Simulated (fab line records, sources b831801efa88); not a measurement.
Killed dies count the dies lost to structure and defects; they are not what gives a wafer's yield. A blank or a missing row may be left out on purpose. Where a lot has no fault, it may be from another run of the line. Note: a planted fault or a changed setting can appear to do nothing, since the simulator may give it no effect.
fab line records + flow sky130
[record]
- lots = 6
- wafers = 18
- lastDay = 50
route steps=708 shown PWDE@55 NWELL@56 PAD_OPEN@708
lots that met no fault: from a run of the same line without faults
startH: hours from the record's first day to the start of the lot's first wafer shown + waitH: hours from the lot's prior step to this one + " identical to the entry in the row above + L1.1+2: one row covering several wafers at once + - no value, or no start was given + * or withheld: withheld + < > ~ a bound
route shown NAME@n: a module of which the file shows steps, and the number in the route of the first + usual: the fault-free wafers' mean and standard deviation + same: alike in all rows + chamber/n: place in a boat + sites: readings site by site + _std_site: how widely they spread, as a standard deviation + _edge_site: outer sites' mean less inner sites' + radiusMm: for every site, how far away it sits from the centre of the wafer + mask NAME#n: copy n + behind: the last tool/chamber to shape the wafer + hold: why the lot went on hold/how many hours it stayed there/how the hold came to an end + device: whichever transistor did not switch (one of n, p or np) + end of line: at the end of the route, the tests of the same wafers + where a step has no rows: the recipe by itself + killed: the dies lost at the first sort to structure and to defects; this is not the yield of the wafer + map: a wafer's dies, marking killed ones x, the rest . and places with no die _
set.NAME: the setting that was run; set.NAME@STEP: the one run at that earlier step + model.NAME: the simulator's own value behind a step, which no gauge read
a table for each step, a row for each wafer; lots at some steps of the route
services: when a tool's chamber went out of use (startH, in hours from the record's first day, below 0 if earlier), for how many hours, and the reason
[[steps]]
[step SKY_PWDE_TW_MEAS_10]
[usual]
- PWDE_TW = 374.1/2
| lot.wafer | tool         | chamber | startH | waitH | PWDE_TW |
|-----------|--------------|---------|--------|-------|---------|
| L620.3    | filmMetro-02 | -       | 117.45 | 0.1   | 373.5   |
| L620.4    | "            | -       | "      | "     | 371.3   |
| L620.5    | "            | -       | "      | "     | 370.6   |
| L623.2    | filmMetro-04 | -       | 139.16 | 0.1   | 373.0   |
| L623.5    | "            | -       | "      | "     | 373.4   |
| L623.6    | "            | -       | "      | "     | 375.0   |
| L624.2    | filmMetro-04 | -       | 139.54 | 0.1   | 376.6   |
| L624.4    | "            | -       | "      | "     | 373.9   |
| L624.5    | "            | -       | "      | "     | 376.3   |
| L627.1    | filmMetro-01 | -       | 171.87 | 0.1   | 371.8   |
| L627.4    | "            | -       | "      | "     | 375.7   |
| L627.6    | "            | -       | "      | "     | 373.4   |
| L628.2    | filmMetro-04 | -       | 176.94 | 0.1   | 372.6   |
| L628.4    | "            | -       | "      | "     | 373.8   |
| L628.6    | "            | -       | "      | "     | 374.3   |
| L633.1    | filmMetro-04 | -       | 193.80 | 0.1   | 377.6   |
| L633.2    | "            | -       | "      | "     | 375.2   |
| L633.6    | "            | -       | "      | "     | 376.2   |
[step SKY_NWELL_DEHYDRATE_03]
[recipe]
- tempC = 200
- timeS = 60
[step SKY_NWELL_HMDS_04]
[recipe]
- primeTimeS = 60
- primeTempC = 120
[step SKY_NWELL_COAT_05]
[recipe]
- spinRpm = 2000
- resistThkNm = 3000
[step SKY_NWELL_SOFTBAKE_06]
[recipe]
- tempC = 110
- timeS = withheld
[step SKY_NWELL_EXPOSE_07]
[recipe]
- maskId = NWM
- na = 0.6
- sourceShape = conventional
- sigmaOuter = 0.6
- polarization = unpolarized
- targetCdNm = 840
- doseMj = 255
[step SKY_NWELL_PEB_08]
[recipe]
- tempC = 115
- timeS = withheld
[step SKY_NWELL_DEVELOP_09]
[recipe]
- wallAngleDeg = 90
- developer = TMAH
- developTimeS = 60
- devTempC = 23
[step SKY_NWELL_OVL_MEAS_10]
[usual]
- NWELL_00_OVL = -0.1/1.4
| lot.wafer | tool       | chamber | startH | waitH | NWELL_00_OVL[nm] |
|-----------|------------|---------|--------|-------|------------------|
| L620.3    | overlay-01 | -       | 135.65 | -     | 0.6              |
| L620.4    | "          | -       | "      | "     | 2.0              |
| L620.5    | "          | -       | "      | "     | 0.1              |
| L623.2    | overlay-02 | -       | 159.67 | -     | 0.0              |
| L623.5    | "          | -       | "      | "     | 0.1              |
| L623.6    | "          | -       | "      | "     | 1.2              |
| L624.2    | overlay-01 | -       | 159.88 | -     | -0.2             |
| L624.4    | "          | -       | "      | "     | -0.7             |
| L624.5    | "          | -       | "      | "     | -1.3             |
| L627.1    | overlay-01 | -       | 191.79 | -     | -0.8             |
| L627.4    | "          | -       | "      | "     | -1.8             |
| L627.6    | "          | -       | "      | "     | -0.7             |
| L628.2    | overlay-02 | -       | 196.84 | -     | -1.2             |
| L628.4    | "          | -       | "      | "     | -1.7             |
| L628.6    | "          | -       | "      | "     | 0.4              |
| L633.1    | overlay-02 | -       | 214.69 | -     | -0.3             |
| L633.2    | "          | -       | "      | "     | 0.3              |
| L633.6    | "          | -       | "      | "     | -0.6             |
[step SKY_NWELL_IMPLANT_11]
[recipe]
- species = P
- energyKev = 400
- doseCm2 = 1.9e+13
- tiltDeg = withheld
[step SKY_NWELL_IMPLANT_12]
[recipe]
- species = P
- energyKev = 120
- doseCm2 = 1.3e+12
- tiltDeg = withheld
[step SKY_NWELL_IMPLANT_13]
[recipe]
- species = P
- energyKev = 50
- doseCm2 = 7e+11
- tiltDeg = withheld
[step SKY_NWELL_STRIP_14]
[recipe]
- chemistry = O2/N2
- powerW = 1400
- pressureMtorr = 1500
- platenTempC = withheld
- o2FlowSccm = 3000
- n2FlowSccm = 300
- overashFraction = 0.5
[usual]
- drypumpMotorCurrentA = 5.7/0.55
- oesProductAu = 0.722/0.0045
- overashFraction = 0.5/0
- stripTimeToEndpointS = 36.91/0.11
| lot.wafer | tool           | chamber | startH | waitH | drypumpMotorCurrentA | oesProductAu | overashFraction | rfHoursCounterH | stripTimeToEndpointS |
|-----------|----------------|---------|--------|-------|----------------------|--------------|-----------------|-----------------|----------------------|
| L620.3    | plasmaAsher-01 | 0       | 136.16 | 0.1   | 6.3                  | 0.718        | 0.5             | -               | 36.76                |
| L620.4    | "              | 1       | "      | "     | 4.8                  | 0.711        | 0.5             | -               | 36.88                |
| L620.5    | "              | 1       | "      | "     | 4.8                  | 0.732        | 0.5             | -               | 36.78                |
| L623.2    | plasmaAsher-01 | 1       | 160.15 | 0.1   | 4.8                  | 0.712        | 0.5             | 48              | 36.89                |
| L623.5    | "              | 1       | "      | "     | 4.8                  | 0.722        | 0.5             | -               | 37.09                |
| L623.6    | "              | 0       | "      | "     | 6.3                  | 0.721        | 0.5             | -               | 36.99                |
| L624.2    | plasmaAsher-03 | 1       | 160.36 | 0.1   | 5.3                  | 0.725        | 0.5             | 4               | 36.89                |
| L624.4    | "              | 0       | "      | "     | 6.2                  | 0.721        | 0.5             | -               | 36.86                |
| L624.5    | "              | 0       | "      | "     | 6.2                  | 0.720        | 0.5             | -               | 36.96                |
| L627.1    | plasmaAsher-01 | 0       | 192.27 | 0.1   | 6.3                  | 0.727        | 0.5             | 51              | 36.82                |
| L627.4    | "              | 1       | "      | "     | 4.8                  | 0.799        | 0.3             | -               | 36.80                |
| L627.6    | "              | 0       | "      | "     | 6.3                  | 0.720        | 0.5             | -               | 36.86                |
| L628.2    | plasmaAsher-01 | 0       | 197.32 | 0.1   | 6.3                  | 0.724        | 0.5             | 52              | 37.16                |
| L628.4    | "              | 0       | "      | "     | 6.3                  | 0.718        | 0.5             | -               | 37.03                |
| L628.6    | "              | 1       | "      | "     | 4.8                  | 0.796        | 0.3             | -               | 37.18                |
| L633.1    | plasmaAsher-04 | 0       | 215.17 | 0.1   | 6.0                  | 0.726        | 0.5             | 53              | 36.72                |
| L633.2    | "              | 1       | "      | "     | 5.3                  | 0.721        | 0.5             | 53              | 36.80                |
| L633.6    | "              | 1       | "      | "     | 5.3                  | 0.721        | 0.5             | -               | 36.80                |
[step SKY_NWELL_TW_MEAS_15]
[usual]
- NWELL_TW = 1823/9.9
| lot.wafer | tool         | chamber | startH | waitH | NWELL_TW |
|-----------|--------------|---------|--------|-------|----------|
| L620.3    | filmMetro-01 | -       | 136.24 | 0.1   | 1834     |
| L620.4    | "            | -       | "      | "     | 1829     |
| L620.5    | "            | -       | "      | "     | 1826     |
| L623.2    | filmMetro-04 | -       | 160.26 | 0.1   | 1833     |
| L623.5    | "            | -       | "      | "     | 1832     |
| L623.6    | "            | -       | "      | "     | 1833     |
| L624.2    | filmMetro-01 | -       | 160.47 | 0.1   | 1816     |
| L624.4    | "            | -       | "      | "     | 1816     |
| L624.5    | "            | -       | "      | "     | 1827     |
| L627.1    | filmMetro-01 | -       | 192.37 | 0.1   | 1829     |
| L627.4    | "            | -       | "      | "     | 1835     |
| L627.6    | "            | -       | "      | "     | 1822     |
| L628.2    | filmMetro-01 | -       | 197.43 | 0.1   | 1828     |
| L628.4    | "            | -       | "      | "     | 1834     |
| L628.6    | "            | -       | "      | "     | 1832     |
| L633.1    | filmMetro-04 | -       | 215.27 | 0.1   | 1813     |
| L633.2    | "            | -       | "      | "     | 1818     |
| L633.6    | "            | -       | "      | "     | 1815     |
[step SKY_PAD_OPEN_PROBE_99]
[usual]
- killed_at_M0_to_M3 = 44/6.3
- killed_at_M4_up = 2.8/1.7
- killedAtContacts = 25/5.8
- killedAtFrontEnd = 14/4.4
- killedAtOther = 0.3/0.49
- killedDies = 86/8.7
- killedOpen = 48/5.8
- killedShort = 38/6
[same]
- grossDies = 492
- killedAtBackSide = 0
| lot.wafer | tool      | chamber | startH  | waitH | killed_at_M0_to_M3 | killed_at_M4_up | killedAtContacts | killedAtFrontEnd | killedAtOther | killedDies | killedOpen | killedShort |
|-----------|-----------|---------|---------|-------|--------------------|-----------------|------------------|------------------|---------------|------------|------------|-------------|
| L624.2    | prober-01 | -       | 1147.96 | 0.1   | 56                 | 3               | 23               | 13               | 0             | 95         | 57         | 38          |
| L624.4    | prober-01 | -       | 1148.06 | 0.2   | 49                 | 1               | 28               | 10               | 0             | 88         | 52         | 36          |
| L624.5    | prober-01 | -       | 1148.11 | 0.2   | 52                 | 8               | 20               | 20               | 1             | 101        | 57         | 44          |
| L627.1    | prober-02 | -       | 1174.04 | 0.1   | 32                 | 1               | 17               | 19               | 0             | 69         | 43         | 26          |
| L627.4    | prober-02 | -       | 1174.19 | 0.2   | 47                 | 1               | 22               | 11               | 0             | 81         | 52         | 29          |
| L627.6    | prober-02 | -       | 1174.29 | 0.2   | 50                 | 6               | 26               | 11               | 0             | 93         | 48         | 45          |
// killed by level:class
L624.2 VIA1:geometricParticle:open=15 VIA3:geometricParticle:open=11 CONTACT:geometricParticle:open=9 LI_CONTACT:geometricParticle:open=7 VIA1:geometricParticle:short=7 VIA2:geometricParticle:open=6 METAL2:geometricParticle:short=5 METAL1:geometricParticle:short=4
L624.4 VIA1:geometricParticle:open=17 CONTACT:geometricParticle:open=13 VIA3:geometricParticle:open=7 LOCAL_INTERCONNECT:geometricParticle:short=6 METAL2:geometricParticle:short=6 CONTACT:geometricParticle:short=5 VIA1:geometricParticle:short=4 VIA2:geometricParticle:open=4
L624.5 VIA1:geometricParticle:open=17 VIA3:geometricParticle:open=11 POLY_GATE:geometricParticle:short=8 LOCAL_INTERCONNECT:geometricParticle:short=7 VIA3:geometricParticle:short=6 CONTACT:geometricParticle:open=5 FIELD_ISO:geometricParticle:short=4 VIA2:geometricParticle:open=4
L627.1 VIA1:geometricParticle:open=10 LI_CONTACT:geometricParticle:open=7 FIELD_ISO:geometricParticle:open=6 CONTACT:geometricParticle:open=6 FIELD_ISO:geometricParticle:short=5 METAL3:geometricParticle:short=5 POLY_GATE:geometricParticle:open=4 VIA2:geometricParticle:open=4
L627.4 VIA1:geometricParticle:open=18 CONTACT:geometricParticle:open=9 LI_CONTACT:geometricParticle:open=5 FIELD_ISO:geometricParticle:short=4 VIA2:geometricParticle:open=4 METAL1:geometricParticle:short=4 VIA1:geometricParticle:short=4 METAL3:geometricParticle:short=4
L627.6 VIA1:geometricParticle:open=11 VIA2:geometricParticle:open=10 CONTACT:geometricParticle:open=8 LI_CONTACT:geometricParticle:open=6 LI_CONTACT:geometricParticle:short=6 METAL1:geometricParticle:short=5 METAL2:geometricParticle:short=5 METAL4:geometricParticle:short=5
[[services]]
| tool           | chamber | startH | hours | kind   |
|----------------|---------|--------|-------|--------|
| plasmaAsher-03 | 0       | 117.75 | -     | clean  |
| plasmaAsher-03 | 1       | 117.75 | -     | clean  |
| plasmaAsher-04 | -       | 120.82 | 2.8   | pm     |
| plasmaAsher-04 | -       | 143.69 | 4.9   | repair |
| plasmaAsher-03 | -       | 150.50 | 2.8   | pm     |
| plasmaAsher-01 | -       | 161.90 | 2.8   | pm     |
| plasmaAsher-01 | -       | 201.48 | 10.9  | repair |
[[key]]
[firstSign]
- step = SKY_NWELL_STRIP_14
- reading = overashFraction
- direction = down
- sigmas = 99+
- usual = 0.5
- struck = 0.3
[effect]
- step = SKY_NWELL_STRIP_14
- reading = oesProductAu
- direction = up
- sigmas = 17
- usual = 0.722
- struck = 0.798
metAt SKY_NWELL_STRIP_14
struckWafers L627.4,L628.6
testerLeftOut L627,L628
onsetBetween 160.15 192.27
[fault]
- kind = processParameterDrift
- tool = plasmaAsher-01
- chamber = 1
- onsetH = 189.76
- steps = SKY_NWELL_STRIP_14
- channel = overashFraction
- offset = -0.2
- shape = step
- endH = 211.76
- actsIn = theseRecipesOnly
- stated = 0.5
// testerLeftOut: of these lots the tester's yield and bins aren't shown, on N5 and GAA mostly nor the transistor test; their killed dies are dies lost to structure and defects alone, not to doping, threshold or leakage, so they don't give the yield
